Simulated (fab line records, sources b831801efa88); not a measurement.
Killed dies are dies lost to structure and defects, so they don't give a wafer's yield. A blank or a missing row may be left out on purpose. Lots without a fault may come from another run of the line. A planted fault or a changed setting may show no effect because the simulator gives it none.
Chamber matching | flow gf180mcu | GF_V4_CMP_26 on cmp-02: 3 sister chambers
The step polishes, stops on SiO2, t overpolish 15 s, target thk 0 nm. 3 wafers are shown with their chamber, then 6 later ones without.

WAFERS WITH THEIR CHAMBER
wafer  | chamber | time_to_endpoint_s (s)
L902.3 | 0       | 83
L906.1 | 1       | 85
L906.2 | 2       | 88

WAFERS WITHOUT THEIR CHAMBER
wafer  | time_to_endpoint_s (s)
L906.6 | 84
L910.1 | 86
L910.4 | 89
L910.6 | 86
L915.3 | 90
L915.4 | 90

WHICH CHAMBER EACH WENT THROUGH
wafer  | from the rows above          | in truth
L906.6 | can't be placed: 0 or 1      | 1
L910.1 | can't be placed: 1 or 2 or 0 | 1
L910.4 | 2                            | 2
L910.6 | can't be placed: 1 or 2 or 0 | 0
L915.3 | 2                            | 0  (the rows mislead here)
L915.4 | 2                            | 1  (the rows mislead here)
Placed correctly: 1 of 6. Can't be placed from these rows: 3 (the true chamber is among the candidates in 3). Placed wrongly: 2.
How it was worked out, from the rows above alone: a wafer's distance from a chamber is the root of the sum, over the readings, of the square of ((its reading less the chamber's mean) divided by the reading's scatter). The wafer belongs to the nearest chamber; if the next one is less than 2 further off, it can't be placed. A chamber's mean is the mean of its shown wafers. The scatter: with one shown wafer a chamber, the root of the mean of the squares of how far each hidden wafer lies from its nearest shown one.
